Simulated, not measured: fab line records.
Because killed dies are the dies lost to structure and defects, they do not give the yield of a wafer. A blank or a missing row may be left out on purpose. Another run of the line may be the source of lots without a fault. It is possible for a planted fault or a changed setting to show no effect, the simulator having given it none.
Code-filled problem report in 8D (eight disciplines) form -- flow gf180mcu -- the parts of the form that need people (team, actions taken, sign-off) are left out

1. THE PROBLEM
rf_fwd_power_W at GF_V4_ETCH_17 reads a mean of 1255 W on 6 wafers of 2 lots; wafers without a fault read 1491 W with a standard deviation of 5.1. Measured from the usual mean, that is -46 standard deviations.
The step: etches SiO2 in C4F8/O2/Ar, stops on TiN, target depth 630 nm.
Seen first at day 30 08:00 on rie_diel-01, wafer L763.2. At this step, 39 wafers from 13 lots have a number in the record. Rule for "out", or "out of limits": more than 4 standard deviations from the usual mean. The other wafers with a number count as sound.

2. WHAT IT IS AND WHAT IT IS NOT
question,is,is not
which readings at this step,rf_fwd_power_W,oes_product_au
which lots,"L763, L764","L748, L749, L751, L752, L755, L756, L757, L766, L767, L768, L769"
which wafers of those lots,all that have a number,-
read on which tools,rie_diel-01,"rie_diel-02, rie_diel-03"
when,from day 30 08:00,"up to then (21 sound wafers); but 12 sound wafers of L766, L767, L768, L769 came after"

3. THE SUSPECTS, EACH WITH WHAT RULES IT OUT
Counting: any tool at a process step up to the reading is kept as a suspect provided that every lot that is out went through it and no sound lot did after the first of them.
- rie_diel-01 at GF_V4_ETCH_17 (etches SiO2 in C4F8/O2/Ar, stops on TiN, target depth 630 nm): kept. Every lot that is out went through it, starting with L763 (day 30 08:00), and after that it ran no sound lot; the last sound lot it ran before then is L756 (day 28 03:00). Its own rf_fwd_power_W readings are out on those wafers.
Remaining after the count: rie_diel-01 at GF_V4_ETCH_17.

4. THE CAUSE (what the simulator had put in)
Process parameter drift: rie_diel-01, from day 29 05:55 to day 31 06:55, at GF_V4_ETCH_17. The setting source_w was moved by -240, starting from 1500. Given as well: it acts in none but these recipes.
This tool alone remained once counting was done.

5. THE EFFECT CHAIN, in route order
Each row: a reading whose mean over the struck wafers that have a number lies more than 3 standard deviations from the usual. Readings are gone through only where the record gives a usual standard deviation; hours: the median, over the lots, of the time from a lot's start at the first step in this table giving one to that lot's start at this step; sigmas: the change measured in usual standard deviations.
hours,step,reading,usual,on struck wafers,change,sigmas
0,GF_V4_ETCH_17,rf_fwd_power_W,1491 W,1255,-236,-46
It contains these process steps:
- GF_V4_ETCH_17: etches SiO2 in C4F8/O2/Ar, stops on TiN, target depth 630 nm.
Later measuring or inspecting steps at which every struck wafer that the step has a row for has a number for every such reading, and none has moved that far: GF_V4_THK_MEAS_25.

6. WHAT WOULD HAVE CAUGHT IT SOONER
In this record the first reading out of limits was taken at day 30 08:00, 26 hours after the fault began at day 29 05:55.
